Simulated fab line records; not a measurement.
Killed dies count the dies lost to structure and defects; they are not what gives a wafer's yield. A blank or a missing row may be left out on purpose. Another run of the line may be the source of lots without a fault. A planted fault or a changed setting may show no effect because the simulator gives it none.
fab line records	flow gf180mcu
record lots=24	wafers=72	last_day=34
route steps=602 shown PSD@255 M2@366 M3@412 V3@431 V4@478 V5@552
lots with no fault: from the same line, run without faults
start_h: the number of hours between the record's first day and the start of the first shown wafer of the lot	wait_h: hours from the lot's prior step to this one	" repeats the value in the row above	L1.1+2: several wafers, shown together as one row	- no value, or no start was given	* or withheld: withheld	< > ~ a bound
route shown NAME@n: NAME is a module with steps in the file, n the number in the route of the first one	usual: average and standard deviation across the fault-free wafers	same: alike in all rows	chamber/n: place in a boat	sites: per-site readings	_std_site: their standard deviation	_edge_site: mean of outer sites minus mean of inner sites	radius_mm: for every site, how far away it sits from the centre of the wafer	mask NAME#n: copy n	behind: the most recent tool/chamber to have shaped the wafer	hold: what put the lot on hold/how long, in hours/how the hold closed	device: the n, p or np transistor that did not switch	end of line: the route-end tests of the same wafers	a step with no rows: only its recipe	killed: dies lost to structure and defects at the first sort, not the wafer's yield	map: dies across one wafer; x = killed, . = not, _ = none there
set.NAME: the setting the step ran with; set.NAME@STEP: the setting that earlier step ran with	model.NAME: the simulator's own value behind a step, which no gauge read
steps of the route over a sample of lots; a table a step, a row a wafer
services: from which hour (start_h, from the record's first day; less than 0 if before it) a tool's chamber was out of use, for how many hours, and why
## steps
# step GF_PSD_CD_MEAS_07
# recipe target_cd_nm=400
# usual cd_nm=400.0/2.7
lot.wafer	tool	chamber	start_h	wait_h	cd_nm
L074.1	cd_sem-02	-	323.68	0.1	405.2
L074.2	"	-	"	"	404.2
L074.4	"	-	"	"	404.7
L075.1	cd_sem-02	-	328.66	0.1	399.1
L075.4	"	-	"	"	400.5
L075.5	"	-	"	"	398.0
L076.2	cd_sem-01	-	335.20	0.1	404.5
L076.4	"	-	"	"	402.3
L076.6	"	-	"	"	402.1
L077.2	cd_sem-01	-	344.43	0.1	402.4
L077.3	"	-	"	"	399.7
L077.6	"	-	"	"	401.3
L078.1	cd_sem-02	-	348.56	0.1	401.6
L078.3	"	-	"	"	402.0
L078.4	"	-	"	"	404.1
L079.3	cd_sem-01	-	360.27	0.2	398.3
L079.4	"	-	"	"	397.6
L079.6	"	-	"	"	395.3
L080.3	cd_sem-01	-	367.45	0.1	397.0
L080.4	"	-	"	"	399.4
L080.6	"	-	"	"	399.6
L081.1	cd_sem-01	-	382.88	0.1	402.0
L081.4	"	-	"	"	401.3
L081.5	"	-	"	"	404.1
L082.3	cd_sem-01	-	383.13	0.1	394.8
L082.5	"	-	"	"	396.7
L082.6	"	-	"	"	396.6
L083.2	cd_sem-02	-	387.38	0.1	402.5
L083.4	"	-	"	"	403.5
L083.5	"	-	"	"	401.0
L084.1	cd_sem-01	-	404.54	0.1	398.1
L084.4	"	-	"	"	397.6
L084.6	"	-	"	"	396.1
L085.1	cd_sem-01	-	413.51	0.1	394.9
L085.5	"	-	"	"	392.7
L085.6	"	-	"	"	398.0
L086.1	cd_sem-02	-	420.99	0.1	399.1
L086.3	"	-	"	"	400.3
L086.5	"	-	"	"	400.1
L087.2	cd_sem-01	-	430.14	0.1	397.8
L087.5	"	-	"	"	395.9
L087.6	"	-	"	"	396.8
L088.3	cd_sem-01	-	440.66	0.1	400.1
L088.4	"	-	"	"	402.0
L088.6	"	-	"	"	400.3
L089.1	cd_sem-01	-	445.35	0.1	401.7
L089.5	"	-	"	"	404.8
L089.6	"	-	"	"	401.0
L090.2	cd_sem-01	-	455.69	0.1	403.3
L090.5	"	-	"	"	402.3
L090.6	"	-	"	"	404.4
L091.1	cd_sem-01	-	469.30	0.1	401.4
L091.3	"	-	"	"	400.7
L091.4	"	-	"	"	402.6
L092.2	cd_sem-01	-	475.32	0.1	399.8
L092.3	"	-	"	"	401.6
L092.6	"	-	"	"	401.4
L093.2	cd_sem-01	-	483.92	0.1	398.4
L093.3	"	-	"	"	399.2
L093.4	"	-	"	"	400.2
L094.1	cd_sem-01	-	493.02	0.2	398.5
L094.2	"	-	"	"	401.4
L094.5	"	-	"	"	398.7
L095.4	cd_sem-01	-	502.71	0.1	402.9
L095.5	"	-	"	"	404.1
L095.6	"	-	"	"	402.3
L096.2	cd_sem-02	-	504.99	0.1	396.0
L096.5	"	-	"	"	399.5
L096.6	"	-	"	"	397.3
L097.1	cd_sem-02	-	516.24	0.1	398.9
L097.2	"	-	"	"	401.7
L097.3	"	-	"	"	398.5
# step GF_M2_SPUTTER_04
# recipe material=TiN	target_thk_nm=50	power_w=6500	time_s=41.7	chamber_pressure_pa=0.4
# usual throttle_valve_pct=30.3/1.1
lot.wafer	tool	chamber	start_h	wait_h	throttle_valve_pct
L074.1	pvd_sputter-01	-	420.30	0.0	28.5
L074.2	"	-	"	"	30.8
L074.4	"	-	"	"	31.2
L075.1	pvd_sputter-01	-	425.18	0.0	31.0
L075.4	"	-	"	"	29.9
L075.5	"	-	"	"	30.6
L076.2	pvd_sputter-02	-	432.55	0.0	30.1
L076.4	"	-	"	"	31.0
L076.6	"	-	"	"	30.1
L077.2	pvd_sputter-01	-	442.80	0.0	28.5
L077.3	"	-	"	"	31.0
L077.6	"	-	"	"	31.2
L078.1	pvd_sputter-02	-	449.60	0.0	28.5
L078.3	"	-	"	"	29.8
L078.4	"	-	"	"	32.7
L079.3	pvd_sputter-01	-	462.09	0.0	28.4
L079.4	"	-	"	"	29.7
L079.6	"	-	"	"	30.2
L080.3	pvd_sputter-01	-	469.81	0.0	28.7
L080.4	"	-	"	"	30.9
L080.6	"	-	"	"	30.6
L081.1	pvd_sputter-01	-	485.27	0.0	28.6
L081.4	"	-	"	"	30.6
L081.5	"	-	"	"	28.3
L082.3	pvd_sputter-02	-	486.65	0.0	30.2
L082.5	"	-	"	"	32.8
L082.6	"	-	"	"	30.4
L083.2	pvd_sputter-02	-	490.29	0.0	29.7
L083.4	"	-	"	"	31.0
L083.5	"	-	"	"	28.7
L084.1	pvd_sputter-04	-	507.28	0.0	29.6
L084.4	"	-	"	"	30.0
L084.6	"	-	"	"	30.7
L085.1	pvd_sputter-01	-	517.03	0.0	28.5
L085.5	"	-	"	"	28.7
L085.6	"	-	"	"	29.6
L086.1	pvd_sputter-01	-	525.27	0.0	28.6
L086.3	"	-	"	"	30.7
L086.5	"	-	"	"	31.0
L087.2	pvd_sputter-01	-	532.93	0.0	29.9
L087.5	"	-	"	"	28.7
L087.6	"	-	"	"	30.1
L088.3	pvd_sputter-04	-	542.25	0.0	31.1
L088.4	"	-	"	"	31.0
L088.6	"	-	"	"	29.8
L089.1	pvd_sputter-02	-	547.04	0.0	28.3
L089.5	"	-	"	"	30.1
L089.6	"	-	"	"	32.5
L090.2	pvd_sputter-04	-	556.01	0.0	31.0
L090.5	"	-	"	"	30.8
L090.6	"	-	"	"	29.8
L091.1	pvd_sputter-04	-	570.61	0.0	30.8
L091.3	"	-	"	"	29.8
L091.4	"	-	"	"	30.9
L092.2	pvd_sputter-01	-	574.35	0.0	30.9
L092.3	"	-	"	"	30.1
L092.6	"	-	"	"	31.0
L093.2	pvd_sputter-04	-	582.57	0.0	30.8
L093.3	"	-	"	"	29.8
L093.4	"	-	"	"	29.7
L094.1	pvd_sputter-02	-	590.55	0.0	30.2
L094.2	"	-	"	"	32.6
L094.5	"	-	"	"	30.2
L095.4	pvd_sputter-01	-	599.69	0.0	30.7
L095.5	"	-	"	"	30.5
L095.6	"	-	"	"	28.8
L096.2	pvd_sputter-02	-	601.18	0.0	28.5
L096.5	"	-	"	"	30.9
L096.6	"	-	"	"	30.0
L097.1	pvd_sputter-01	-	610.83	0.0	30.9
L097.2	"	-	"	"	28.9
L097.3	"	-	"	"	31.0
# step GF_M3_SPUTTER_03
# recipe material=Ti	target_thk_nm=10	substrate_temp_c=300	chamber_pressure_pa=0.3	power_w=3000	time_s=6.7
# usual throttle_valve_pct=29.9/1
lot.wafer	tool	chamber	start_h	wait_h	throttle_valve_pct
L074.1	pvd_sputter-01	-	472.13	0.0	30.7
L074.2	"	-	"	"	30.2
L074.4	"	-	"	"	28.5
L075.1	pvd_sputter-01	-	477.36	0.0	28.7
L075.4	"	-	"	"	30.1
L075.5	"	-	"	"	28.4
L076.2	pvd_sputter-02	-	484.53	0.0	30.1
L076.4	"	-	"	"	32.5
L076.6	"	-	"	"	31.2
L077.2	pvd_sputter-03	-	494.59	0.0	29.0
L077.3	"	-	"	"	30.1
L077.6	"	-	"	"	28.9
L078.1	pvd_sputter-01	-	501.37	0.0	31.1
L078.3	"	-	"	"	30.6
L078.4	"	-	"	"	28.6
L079.3	pvd_sputter-03	-	513.28	0.0	29.4
L079.4	"	-	"	"	28.8
L079.6	"	-	"	"	28.8
L080.3	pvd_sputter-01	-	520.73	0.0	30.0
L080.4	"	-	"	"	28.6
L080.6	"	-	"	"	30.7
L081.1	pvd_sputter-03	-	535.57	0.0	29.3
L081.4	"	-	"	"	29.9
L081.5	"	-	"	"	28.7
L082.3	pvd_sputter-03	-	536.87	0.0	29.8
L082.5	"	-	"	"	29.0
L082.6	"	-	"	"	28.6
L083.2	pvd_sputter-01	-	540.03	0.0	30.6
L083.4	"	-	"	"	30.9
L083.5	"	-	"	"	30.9
L084.1	pvd_sputter-03	-	556.38	0.0	29.3
L084.4	"	-	"	"	30.3
L084.6	"	-	"	"	29.2
L085.1	pvd_sputter-01	-	566.16	0.0	28.3
L085.5	"	-	"	"	30.9
L085.6	"	-	"	"	30.7
L086.1	pvd_sputter-03	-	573.29	0.0	29.9
L086.3	"	-	"	"	30.3
L086.5	"	-	"	"	30.5
L087.2	pvd_sputter-01	-	581.51	0.0	30.9
L087.5	"	-	"	"	28.3
L087.6	"	-	"	"	29.7
L088.3	pvd_sputter-01	-	588.96	0.0	30.9
L088.4	"	-	"	"	30.7
L088.6	"	-	"	"	28.5
L089.1	pvd_sputter-02	-	594.02	0.0	28.3
L089.5	"	-	"	"	28.6
L089.6	"	-	"	"	32.7
L090.2	pvd_sputter-01	-	602.56	0.0	30.7
L090.5	"	-	"	"	28.8
L090.6	"	-	"	"	29.9
L091.1	pvd_sputter-03	-	616.52	0.0	29.0
L091.3	"	-	"	"	30.0
L091.4	"	-	"	"	29.1
L092.2	pvd_sputter-01	-	619.37	0.0	31.1
L092.3	"	-	"	"	29.9
L092.6	"	-	"	"	30.7
L093.2	pvd_sputter-01	-	627.99	0.0	31.1
L093.3	"	-	"	"	30.6
L093.4	"	-	"	"	30.1
L094.1	pvd_sputter-02	-	634.88	0.0	28.4
L094.2	"	-	"	"	30.0
L094.5	"	-	"	"	29.9
L095.4	pvd_sputter-03	-	643.06	0.0	30.4
L095.5	"	-	"	"	30.5
L095.6	"	-	"	"	29.8
L096.2	pvd_sputter-03	-	645.26	0.0	29.6
L096.5	"	-	"	"	30.5
L096.6	"	-	"	"	29.7
L097.1	pvd_sputter-02	-	654.77	0.0	30.7
L097.2	"	-	"	"	30.2
L097.3	"	-	"	"	32.7
# step GF_V3_CVD_02
# recipe material=SiO2	target_thk_nm=850	precursor=TEOS	temp_c=400	time_s=94.851	rf_w=600
# usual heater_power_w=655/110	rf_fwd_power_W=596.8/1.7
lot.wafer	tool	chamber	start_h	wait_h	heater_power_w	rf_fwd_power_W
L074.1	pecvd-04	1	497.22	0.1	564	597.5
L074.2	"	2	"	"	666	595.9
L074.4	"	1	"	"	583	594.7
L075.1	pecvd-02	2	502.02	0.1	646	596.5
L075.4	"	2	"	"	667	596.2
L075.5	"	0	"	"	522	598.0
L076.2	pecvd-02	1	509.68	0.0	865	598.5
L076.4	"	1	"	"	877	597.4
L076.6	"	2	"	"	707	595.5
L077.2	pecvd-04	2	519.13	0.0	579	599.3
L077.3	"	0	"	"	606	591.6
L077.6	"	2	"	"	639	596.6
L078.1	pecvd-02	2	525.80	0.1	687	598.4
L078.3	"	1	"	"	826	595.9
L078.4	"	0	"	"	526	599.0
L079.3	pecvd-04	0	537.06	0.0	547	595.8
L079.4	"	0	"	"	586	597.5
L079.6	"	2	"	"	678	596.5
L080.3	pecvd-02	0	544.87	0.0	642	597.5
L080.4	"	1	"	"	890	596.3
L080.6	"	0	"	"	522	597.2
L081.1	pecvd-01	0	559.01	0.1	714	598.2
L081.4	"	0	"	"	761	596.0
L081.5	"	2	"	"	571	595.8
L082.3	pecvd-01	2	560.59	0.1	561	596.9
L082.5	"	2	"	"	463	595.5
L082.6	"	0	"	"	621	597.2
L083.2	pecvd-04	2	562.97	0.0	634	596.5
L083.4	"	1	"	"	558	596.5
L083.5	"	0	"	"	669	594.0
L084.1	pecvd-04	0	579.80	0.1	605	600.7
L084.4	"	2	"	"	619	597.0
L084.6	"	0	"	"	644	594.9
L085.1	pecvd-02	0	588.76	0.1	664	597.6
L085.5	"	0	"	"	531	595.8
L085.6	"	2	"	"	731	595.8
L086.1	pecvd-02	2	595.51	0.1	626	597.5
L086.3	"	0	"	"	582	598.6
L086.5	"	2	"	"	683	595.1
L087.2	pecvd-02	2	604.00	0.0	622	596.6
L087.5	"	0	"	"	618	597.0
L087.6	"	2	"	"	641	597.5
L088.3	pecvd-04	1	610.72	0.0	601	595.0
L088.4	"	0	"	"	497	597.6
L088.6	"	1	"	"	618	597.5
L089.1	pecvd-04	1	616.14	0.1	525	597.0
L089.5	"	2	"	"	767	597.2
L089.6	"	0	"	"	506	595.1
L090.2	pecvd-01	0	624.80	0.0	700	598.5
L090.5	"	2	"	"	526	595.4
L090.6	"	0	"	"	762	600.5
L091.1	pecvd-02	2	637.43	0.1	680	596.6
L091.3	"	1	"	"	846	596.1
L091.4	"	2	"	"	725	596.1
L092.2	pecvd-01	1	640.86	0.0	674	591.8
L092.3	"	2	"	"	577	598.8
L092.6	"	0	"	"	639	596.3
L093.2	pecvd-02	1	649.09	0.0	822	596.7
L093.3	"	2	"	"	661	597.9
L093.4	"	2	"	"	694	597.8
L094.1	pecvd-04	1	656.37	0.1	630	597.2
L094.2	"	0	"	"	636	596.8
L094.5	"	1	"	"	498	597.1
L095.4	pecvd-04	0	663.92	0.1	656	596.1
L095.5	"	1	"	"	516	596.4
L095.6	"	2	"	"	701	596.7
L096.2	pecvd-04	1	666.12	0.0	566	594.4
L096.5	"	2	"	"	618	596.0
L096.6	"	1	"	"	606	594.6
L097.1	pecvd-02	1	674.49	0.1	750	596.4
L097.2	"	2	"	"	647	597.8
L097.3	"	0	"	"	539	598.8
# step GF_V4_CVD_02
# recipe material=SiO2	target_thk_nm=850	precursor=TEOS	temp_c=400	time_s=94.851	rf_w=600
# usual heater_power_w=655/95	rf_fwd_power_W=596.6/2
lot.wafer	tool	chamber	start_h	wait_h	heater_power_w	rf_fwd_power_W
L074.1	pecvd-04	2	547.06	0.1	696	593.6
L074.2	"	0	"	"	630	596.9
L074.4	"	1	"	"	524	596.2
L075.1	pecvd-03	0	551.60	0.1	602	596.5
L075.4	"	2	"	"	503	598.6
L075.5	"	0	"	"	650	595.6
L076.2	pecvd-02	0	558.59	0.0	580	599.8
L076.4	"	2	"	"	681	600.5
L076.6	"	0	"	"	633	596.6
L077.2	pecvd-02	1	567.09	0.0	853	599.6
L077.3	"	2	"	"	724	596.1
L077.6	"	1	"	"	900	599.6
L078.1	pecvd-04	0	573.44	0.1	656	598.7
L078.3	"	2	"	"	588	596.3
L078.4	"	1	"	"	569	595.8
L079.3	pecvd-02	0	584.26	0.0	610	594.6
L079.4	"	1	"	"	839	598.5
L079.6	"	2	"	"	565	597.0
L080.3	pecvd-02	2	592.02	0.0	675	596.5
L080.4	"	0	"	"	676	595.7
L080.6	"	2	"	"	704	597.4
L081.1	pecvd-02	1	605.01	0.1	708	598.5
L081.4	"	0	"	"	581	595.8
L081.5	"	2	"	"	694	599.9
L082.3	pecvd-03	0	606.63	0.0	544	594.6
L082.5	"	1	"	"	724	598.9
L082.6	"	2	"	"	581	596.1
L083.2	pecvd-02	1	608.59	0.0	892	597.4
L083.4	"	2	"	"	688	595.8
L083.5	"	1	"	"	718	598.0
L084.1	pecvd-04	0	624.54	0.1	578	594.6
L084.4	"	1	"	"	602	598.7
L084.6	"	0	"	"	630	598.9
L085.1	pecvd-04	0	633.14	0.1	616	601.0
L085.5	"	0	"	"	638	598.1
L085.6	"	2	"	"	619	598.5
L086.1	pecvd-03	2	640.09	0.1	605	595.5
L086.3	"	0	"	"	620	596.2
L086.5	"	2	"	"	614	592.5
L087.2	pecvd-04	0	647.13	0.0	540	596.9
L087.5	"	1	"	"	623	598.5
L087.6	"	2	"	"	629	594.5
L088.3	pecvd-02	1	655.19	0.0	841	596.9
L088.4	"	0	"	"	520	595.5
L088.6	"	1	"	"	867	598.0
L089.1	pecvd-03	0	659.91	0.1	640	600.0
L089.5	"	2	"	"	503	596.9
L089.6	"	0	"	"	665	595.1
L090.2	pecvd-03	1	668.24	0.0	700	598.9
L090.5	"	0	"	"	641	597.1
L090.6	"	1	"	"	727	596.3
L091.1	pecvd-02	2	679.89	0.1	695	597.8
L091.3	"	0	"	"	641	595.6
L091.4	"	1	"	"	856	596.8
L092.2	pecvd-04	0	683.44	0.0	641	597.6
L092.3	"	2	"	"	743	594.7
L092.6	"	1	"	"	668	599.5
L093.2	pecvd-03	2	691.11	0.0	575	591.8
L093.3	"	0	"	"	615	595.1
L093.4	"	2	"	"	621	592.6
L094.1	pecvd-03	1	697.39	0.1	766	600.3
L094.2	"	2	"	"	621	595.8
L094.5	"	0	"	"	524	592.9
L095.4	pecvd-02	2	704.17	0.1	576	594.7
L095.5	"	1	"	"	733	597.8
L095.6	"	2	"	"	629	594.2
L096.2	pecvd-04	0	706.99	0.0	596	596.5
L096.5	"	1	"	"	503	593.1
L096.6	"	0	"	"	634	597.1
L097.1	pecvd-04	2	714.99	0.1	628	594.2
L097.2	"	0	"	"	642	596.4
L097.3	"	1	"	"	638	596.0
# step GF_V5_PEB_12
# recipe peb_temp_c=135	peb_time_s=91.15	resist=KrF
# usual plate_sensor_t_centre_C=136.13/0.0099	plate_sensor_t_edge_C=136.29/0.01
lot.wafer	tool	chamber	start_h	wait_h	plate_sensor_t_centre_C	plate_sensor_t_edge_C
L074.1	litho_track-03	0	-	-	136.13	136.28
L074.2	"	0	"	"	136.13	136.29
L074.4	"	0	"	"	136.12	136.31
L075.1	litho_track-04	0	-	-	136.12	136.3
L075.4	"	0	"	"	136.12	136.31
L075.5	"	0	"	"	136.12	136.28
L076.2	litho_track-02	0	-	-	136.12	136.3
L076.4	"	0	"	"	136.15	136.29
L076.6	"	0	"	"	136.13	136.27
L077.2	litho_track-03	0	-	-	136.13	136.31
L077.3	"	0	"	"	136.13	136.3
L077.6	"	0	"	"	136.11	136.31
L078.1	litho_track-03	0	-	-	136.14	136.27
L078.3	"	0	"	"	136.14	136.29
L078.4	"	0	"	"	136.13	136.3
L079.3	litho_track-02	0	-	-	136.14	136.3
L079.4	"	0	"	"	136.12	136.28
L079.6	"	0	"	"	136.13	136.3
L080.3	litho_track-03	0	-	-	136.13	136.31
L080.4	"	0	"	"	136.15	136.28
L080.6	"	0	"	"	136.12	136.31
L081.1	litho_track-03	0	-	-	136.1	136.29
L081.4	"	0	"	"	136.12	136.3
L081.5	"	0	"	"	136.13	136.28
L082.3	litho_track-04	0	-	-	136.15	136.3
L082.5	"	0	"	"	136.13	136.31
L082.6	"	0	"	"	136.12	136.28
L083.2	litho_track-04	0	-	-	136.14	136.31
L083.4	"	0	"	"	136.12	136.31
L083.5	"	0	"	"	136.13	136.29
L084.1	litho_track-03	0	-	-	136.14	136.29
L084.4	"	0	"	"	136.14	136.31
L084.6	"	0	"	"	136.13	136.29
L085.1	litho_track-03	0	-	-	136.14	136.3
L085.5	"	0	"	"	136.12	136.3
L085.6	"	0	"	"	136.12	136.29
L086.1	litho_track-03	0	-	-	136.13	136.28
L086.3	"	0	"	"	136.12	136.3
L086.5	"	0	"	"	136.12	136.31
L087.2	litho_track-02	0	-	-	136.14	136.31
L087.5	"	0	"	"	136.13	136.29
L087.6	"	0	"	"	136.12	136.28
L088.3	litho_track-02	0	-	-	136.13	136.3
L088.4	"	0	"	"	136.14	136.31
L088.6	"	0	"	"	136.12	136.31
L089.1	litho_track-03	0	-	-	136.15	136.29
L089.5	"	0	"	"	136.13	136.29
L089.6	"	0	"	"	136.13	136.29
L090.2	litho_track-03	0	-	-	136.12	136.3
L090.5	"	0	"	"	136.12	136.3
L090.6	"	0	"	"	136.13	136.3
L091.1	litho_track-03	0	-	-	136.15	136.3
L091.3	"	0	"	"	136.11	136.29
L091.4	"	0	"	"	136.15	136.29
L092.2	litho_track-02	0	-	-	136.13	136.28
L092.3	"	0	"	"	136.13	136.29
L092.6	"	0	"	"	136.13	136.29
L093.2	litho_track-02	0	-	-	136.13	136.29
L093.3	"	0	"	"	136.13	136.3
L093.4	"	0	"	"	136.13	136.3
L094.1	litho_track-02	0	-	-	136.12	136.31
L094.2	"	0	"	"	136.12	136.3
L094.5	"	0	"	"	136.14	136.29
L095.4	litho_track-04	0	-	-	136.13	136.29
L095.5	"	0	"	"	136.13	136.3
L095.6	"	0	"	"	136.12	136.29
L096.2	litho_track-02	0	-	-	136.15	136.27
L096.5	"	0	"	"	136.14	136.28
L096.6	"	0	"	"	136.14	136.29
L097.1	litho_track-03	0	-	-	136.11	136.31
L097.2	"	0	"	"	136.14	136.29
L097.3	"	0	"	"	136.13	136.29
## services
tool	chamber	start_h	hours	kind
pecvd-04	1	433.69	11.0	repair
pecvd-03	1	437.47	18.2	repair
pecvd-04	0	456.91	3.8	repair
pvd_sputter-03	-	473.95	0.7	repair
pecvd-04	-	474.68	4.3	pm
pvd_sputter-04	-	497.86	5.6	repair
pecvd-02	-	513.15	1.4	repair
pvd_sputter-04	-	521.92	4.1	repair
pvd_sputter-03	-	527.55	2.9	repair
pvd_sputter-02	-	538.49	8.1	repair
pecvd-04	1	539.11	4.1	repair
pvd_sputter-01	-	554.01	1.5	repair
pecvd-02	-	568.25	14.6	pm
pvd_sputter-02	-	591.09	1.5	repair
pecvd-04	-	591.12	14.0	pm
pecvd-02	-	596.63	2.8	pm
pecvd-04	-	614.25	1.1	repair
pvd_sputter-02	-	626.30	7.5	repair
pvd_sputter-02	-	643.61	5.7	repair
pvd_sputter-04	-	644.94	2.1	repair
pecvd-03	-	660.28	3.3	repair
pecvd-03	0	668.88	18.6	repair
pecvd-03	-	687.46	1.2	repair
pecvd-02	0	695.57	20.9	repair
## key
fault none
